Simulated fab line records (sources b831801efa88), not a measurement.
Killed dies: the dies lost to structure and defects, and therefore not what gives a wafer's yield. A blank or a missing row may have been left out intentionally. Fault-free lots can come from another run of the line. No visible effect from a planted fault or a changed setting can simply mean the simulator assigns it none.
One fault through the eyes of 2 desks + flow sfqLine + only its own numbers are on each desk; what lay behind them is given at the end

== DESK OF THE TOOL OWNER: rieDiel-01 ==
The tool's own readings at SFQ_TRILAYER_I2_VIA_BARC_OPEN_VIA_ETCH_096 (etches BARC in O2, target depth 125 nm, time 41.7 s): means of the sampled wafers that have a number, for each lot that ran on this tool. Marked OUT: a lot whose mean sits more than 4 standard deviations from the usual mean, which makes it out of limits; the brackets give that distance.
Columns: A = chamberPressureMTorr at SFQ_TRILAYER_I2_VIA_BARC_OPEN_VIA_ETCH_096, usual 30.000 mTorr; B = drypumpMotorCurrentA at SFQ_TRILAYER_I2_VIA_BARC_OPEN_VIA_ETCH_096, usual 5.7 A; C = oesProductAu at SFQ_TRILAYER_I2_VIA_BARC_OPEN_VIA_ETCH_096, usual 0.685 a.u.; D = rfFwdPowerW at SFQ_TRILAYER_I2_VIA_BARC_OPEN_VIA_ETCH_096, usual 493.9 W
| lot  | first seen here | A                | B   | C     | D     |
|------|-----------------|------------------|-----|-------|-------|
| L698 | day 32 16:07    | 29.994           | 6.1 | 0.688 | 494.3 |
| L700 | day 34 08:35    | 30.026           | 5.9 | 0.685 | 493.8 |
| L701 | day 36 00:11    | 30.007           | 5.6 | 0.684 | 493.7 |
| L703 | day 37 06:14    | 29.991           | 5.8 | 0.683 | 494.5 |
| L712 | day 46 16:31    | 28.031 (-73) OUT | 6.0 | 0.688 | 496.1 |
| L714 | day 47 03:27    | 27.997 (-74) OUT | 5.8 | 0.687 | 495.4 |
Finding of this desk: L712, L714 out of limits; the first was L712 at day 46 16:31, on chamberPressureMTorr at SFQ_TRILAYER_I2_VIA_BARC_OPEN_VIA_ETCH_096. Within limits: L698, L700, L701, L703.

== METROLOGY DESK ==
What the gauges read, lot by lot, whatever tool the lot ran on: means of the sampled wafers that have a number. Marked OUT: a lot whose mean sits more than 4 standard deviations from the usual mean, which makes it out of limits; the brackets give that distance.
Columns: A = I3_BOW at SFQ_I3_BOW_MEAS_922, usual 3 um
| lot  | first seen here | A   |
|------|-----------------|-----|
| L692 | day 38 17:41    | 13  |
| L693 | day 39 02:42    | -8  |
| L694 | day 39 11:38    | 8   |
| L695 | day 39 20:40    | 4   |
| L696 | day 40 02:12    | 5   |
| L697 | day 40 05:38    | 3   |
| L698 | day 40 08:13    | 9   |
| L699 | day 40 17:42    | -2  |
| L700 | day 41 18:56    | 9   |
| L701 | day 43 00:47    | -11 |
| L702 | day 43 03:46    | 3   |
| L703 | day 43 15:55    | 1   |
| L712 | day 47 00:05    | 6   |
| L714 | day 53 02:18    | -3  |
Finding of this desk: none of the 14 lots has anything out of limits.

== BROUGHT TOGETHER ==
The tool owner's desk had the chance to raise an alarm at day 46 16:31 on L712, L714.
At the metrology desk, nothing out of limits was observed.
The metrology desk holds a record of L712, L714, inside its limits.
All the named lots went through SFQ_TRILAYER_I2_VIA_BARC_OPEN_VIA_ETCH_096 on rieDiel-01.

== WHAT THE SIMULATOR PUT IN ==
rieDiel-01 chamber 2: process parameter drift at SFQ_TRILAYER_I2_VIA_BARC_OPEN_VIA_ETCH_096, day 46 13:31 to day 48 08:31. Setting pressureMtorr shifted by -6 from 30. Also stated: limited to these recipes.
Shown lots that were struck: L712, L714.
Time in hours from fault onset to the first out-of-limits reading at each desk: the tool owner's desk, 3.
